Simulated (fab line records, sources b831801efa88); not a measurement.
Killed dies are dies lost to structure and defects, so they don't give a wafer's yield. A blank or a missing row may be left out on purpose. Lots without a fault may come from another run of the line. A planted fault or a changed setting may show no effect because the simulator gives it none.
Problem report in the 8D (eight disciplines) form, filled by code | flow gf180mcu | the parts of the form that need people (team, actions taken, sign-off) are left out

1. THE PROBLEM
rf_fwd_power_W at GF_POLY_GATE_ETCH_12 reads a mean of 298.9 W on 1 wafer of 1 lot; wafers without a fault read 495.8 W with a standard deviation of 1.7. That is -99 or more standard deviations from the usual mean.
The step: etches BARC in N2/H2.
First seen on wafer L251.5, day 12 15:49, on rie_diel-04. The record holds 39 wafers of 13 lots with a number at this step. Rule for "out", or "out of limits": more than 4 standard deviations from the usual mean. The other wafers with a number count as sound.

2. WHAT IT IS AND WHAT IT IS NOT
question                    | is                | is not
which readings at this step | rf_fwd_power_W    | drypump_motor_current_A, h2_flow_sccm, oes_product_au, throttle_valve_pct
which lots                  | L251              | L242, L243, L244, L246, L249, L253, L255, L256, L257, L258, L260, L261
which wafers of those lots  | L251.5            | L251.4, L251.6
read on which tools         | rie_diel-04       | rie_diel-01, rie_diel-03
when                        | from day 12 15:49 | up to then (17 sound wafers); but 21 sound wafers of L253, L255, L256, L257, L258, L260, L261 came after

3. SUSPECTS, AND WHAT RULES EACH OUT
Counting: a tool at a process step up to the reading stays a suspect if it ran every lot that is out. Sound lots after the first of them don't rule it out here, since some wafers of a struck lot are sound.
- rie_diel-04 at GF_POLY_GATE_ETCH_12 (etches BARC in N2/H2): kept. It ran the lot that is out, L251 (day 12 15:49); its last sound lot up to then is L243 (day 10 09:04). Its own readings are out on those wafers: rf_fwd_power_W.
- Within rie_diel-04 at GF_POLY_GATE_ETCH_12: the wafers that are out ran in chamber 2; their sound lot-mates ran in chambers 0, 3.
Left after counting: rie_diel-04 at GF_POLY_GATE_ETCH_12.

4. THE CAUSE (what the simulator had put in)
Process parameter drift: rie_diel-04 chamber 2, from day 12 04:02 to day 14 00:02, at GF_POLY_GATE_ETCH_12. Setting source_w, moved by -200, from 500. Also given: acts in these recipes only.
Counting left only this tool.

5. THE CHAIN OF EFFECTS, in route order
Each row: a reading whose mean over the struck wafers that have a number lies more than 3 standard deviations from the usual. Only readings for which the record gives a usual standard deviation are gone through. hours: the time from each lot's start at the first step in this table that gives one to its start at this step, as a median over the lots. sigmas: the change in usual standard deviations.
hours | step                 | reading        | usual   | on struck wafers | change | sigmas
0     | GF_POLY_GATE_ETCH_12 | rf_fwd_power_W | 495.8 W | 298.9            | -196.9 | -99 or more
The process steps in it:
- GF_POLY_GATE_ETCH_12: etches BARC in N2/H2.

6. WHAT WOULD HAVE CAUGHT IT SOONER
In this record the first reading out of limits was taken at day 12 15:49, 12 hours after the fault began at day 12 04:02.
